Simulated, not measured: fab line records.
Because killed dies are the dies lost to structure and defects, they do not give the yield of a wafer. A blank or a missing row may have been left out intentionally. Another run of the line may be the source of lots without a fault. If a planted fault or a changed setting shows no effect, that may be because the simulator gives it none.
One fault seen from 2 desks ; flow sky130 ; only its own numbers are on each desk; what lay behind them is given at the end

## FROM THE METROLOGY DESK
Lot by lot, what the gauges showed, no matter which tool ran the lot: averages of those sampled wafers that carry a number. Any lot whose mean is over 4 standard deviations away from the usual mean is out of limits and marked OUT; that distance is given in the brackets.
Columns: A = VT_ADJUST_LVTN_2_TW at SKY_VT_ADJUST_LVTN_TW_MEAS_21, usual 189.6; B = cd nm at SKY_POLY_CUT_CD_MEAS_08, usual 269.4 nm
lot;first seen here;A;B
L925;day 8 07:28;187.7;271.4
L926;day 8 12:36;186.5;270.0
L928;day 9 01:39;188.1;269.2
L930;day 9 12:58;168.0 (-11) OUT;270.6
L931;day 9 20:22;166.3 (-12) OUT;268.9
L932;day 10 05:00;192.6;270.5
L938;day 12 05:16;190.9;271.0
L939;day 12 15:52;190.3;269.8
L940;day 12 16:10;190.2;267.4
L942;day 13 03:04;187.7;271.4
L946;day 14 23:25;187.3;269.6
L945;day 15 00:00;189.9;270.4
Finding of this desk: L930, L931 out of limits, first seen on L930 at day 9 12:58 (VT_ADJUST_LVTN_2_TW at SKY_VT_ADJUST_LVTN_TW_MEAS_21). L925, L926, L928, L932, L938, L939, L940, L942, L946, L945 stayed within limits.

## FOR THE TOOL OWNER'S DESK: implanter-02
The tool's own readings at SKY_VT_ADJUST_LVTN_IMPLANT_19, given as means over the sampled wafers that have a number, one for each lot that went through this tool. Any lot whose mean is over 4 standard deviations away from the usual mean is out of limits and marked OUT; that distance is given in the brackets.
Columns: A = dose ions cm2 at SKY_VT_ADJUST_LVTN_IMPLANT_19, usual 6.499e+11; B = faraday current uA at SKY_VT_ADJUST_LVTN_IMPLANT_19, usual 3.67
lot;first seen here;A;B
L925;day 8 07:13;6.501e+11;3.64
L926;day 8 12:23;6.502e+11;3.59
L928;day 9 01:26;6.491e+11;3.65
L930;day 9 12:45;4.002e+11 (-99 or more) OUT;2.24 (-20) OUT
L931;day 9 20:09;4.005e+11 (-99 or more) OUT;2.31 (-19) OUT
L939;day 12 15:38;6.511e+11;3.73
L942;day 13 02:50;6.502e+11;3.74
L945;day 14 23:45;6.501e+11;3.64
This desk's verdict: out of limits on L930, L931, starting with L930 at day 9 12:45 (dose ions cm2 at SKY_VT_ADJUST_LVTN_IMPLANT_19). L925, L926, L928, L939, L942, L945 stayed within limits.

## ALL TOGETHER
An alarm could have come from the tool owner's desk at day 9 12:45, on L930, L931.
L930, L931 would have let the metrology desk raise an alarm at day 9 12:58.
On implanter-02, each named lot ran SKY_VT_ADJUST_LVTN_IMPLANT_19.

## WHAT THE SIMULATOR HAD PUT IN
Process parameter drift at SKY_VT_ADJUST_LVTN_IMPLANT_19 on implanter-02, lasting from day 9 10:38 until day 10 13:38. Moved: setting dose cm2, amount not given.
Lots struck among those shown: L930, L931.
Hours from the fault's start to each desk's first reading out of limits: the tool owner's desk, 2; the metrology desk, 2.
